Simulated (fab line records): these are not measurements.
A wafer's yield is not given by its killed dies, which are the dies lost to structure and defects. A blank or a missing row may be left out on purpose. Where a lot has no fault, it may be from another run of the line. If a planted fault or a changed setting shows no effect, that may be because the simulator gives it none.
A struck lot beside a sound one :: flow sky130 :: 16 steps out of a route of 708
Sound: wafers L655.1, L655.4, L655.6. Struck: wafer L660.6; the same lot's L660.3 was not struck, so it is left out; see the end for the cause.
For every step that has rows: the tool of each side, followed by ch and its chambers, followed by its first start. Under that, the readings that differ: sound wafers :: struck wafers :: difference of the means :: sigmas: that difference in standard deviations of wafers without a fault.
alike: same words and numbers on both sides, and readings whose means sit less than 2 such deviations apart. not compared: any withheld reading, any reading some wafer has no value for, any bound like >300 that may hide the same value, and any number with overlapping values for which the record gives no deviation.
Wherever a step has rows on one side only, a row that says differs or no value, or a row with sigmas, the two part there. Numbers that have no deviation but don't overlap get no sigmas and don't part them. Lack of a reading on every wafer of one side parts them only where that side has two or more wafers.

first, 1 step without rows for these wafers: SKY_VT_ADJUST_HVTR_DEVELOP_06 (develop time 60 s).
SKY_VT_ADJUST_HVTR_CD_MEAS_07: the cd target is 380 nm.
  sound on cd_sem-01, day 14 04:53; struck on cd_sem-01, day 15 13:10
  alike: cd_nm
SKY_VT_ADJUST_HVTR_OVL_MEAS_08:
  sound on overlay-02, day 14 05:01; struck on overlay-02, day 15 13:16
  alike: VT_ADJUST_HVTR_OVL
following that, these wafers have no rows for 1 step: SKY_VT_ADJUST_HVTR_IMPLANT_09.
SKY_VT_ADJUST_HVTR_STRIP_10: strips in O2/N2.
  sound on plasma_asher-04 ch 1, day 14 05:11; struck on plasma_asher-02 ch 1, day 15 13:28
  alike: drypump_motor_current_A, oes_product_au, strip_time_to_endpoint_s
  not compared: rf_hours_counter_h
SKY_VT_ADJUST_HVTR_TW_MEAS_11:
  sound on film_metro-04, day 14 05:17; struck on film_metro-03, day 15 13:33
reading: VT_ADJUST_HVTR_TW
sound: 213.8 212.8 212.5
struck: 210.6
difference: -2.4
sigmas: -2
then, 6 steps without rows for these wafers: SKY_VT_ADJUST_PCH_DEHYDRATE_00 (time 60 s); SKY_VT_ADJUST_PCH_HMDS_01 (prime time 60 s); SKY_VT_ADJUST_PCH_COAT_02 (resist thk 3000 nm); SKY_VT_ADJUST_PCH_SOFTBAKE_03; SKY_VT_ADJUST_PCH_EXPOSE_04 (exposes mask NWM, target cd 840 nm); SKY_VT_ADJUST_PCH_PEB_05.
SKY_VT_ADJUST_PCH_DEVELOP_06: develop time 60 s.
  sound on litho_track-03 ch 0, day 15 07:00; struck on litho_track-03 ch 0, day 16 17:00
SKY_VT_ADJUST_PCH_OVL_MEAS_07:
  sound on overlay-01, day 15 07:41; struck on overlay-02, day 16 17:18
  not compared: VT_ADJUST_PCH_OVL
following that, these wafers have no rows for 1 step: SKY_VT_ADJUST_PCH_IMPLANT_08.
-- record jumps: 34 days separate the struck wafers' starts on either side; left off in module VT_ADJUST_PCH, taken up again in module PAD_OPEN, whose first shown step is the route's number 708 --
SKY_PAD_OPEN_PROBE_99:
  sound on prober-01, day 49 10:59; struck on prober-02, day 50 08:44
reading: killed_at_front_end
sound: 16 16 24
struck: 419
difference: +400
sigmas: +89

reading: killed_dies
sound: 88 88 107
struck: 492
difference: +398
sigmas: +40

reading: killed_on_rim
sound: 22 16 19
struck: 96
difference: +77
sigmas: +20
  alike: killed_at_M0_to_M3, killed_at_M4_up, killed_at_contacts, killed_at_other, killed_open, killed_short

## WHERE THEY PART
At SKY_VT_ADJUST_HVTR_TW_MEAS_11 first; at SKY_PAD_OPEN_PROBE_99 last (within this record only).

WHY: the cause the simulator had injected
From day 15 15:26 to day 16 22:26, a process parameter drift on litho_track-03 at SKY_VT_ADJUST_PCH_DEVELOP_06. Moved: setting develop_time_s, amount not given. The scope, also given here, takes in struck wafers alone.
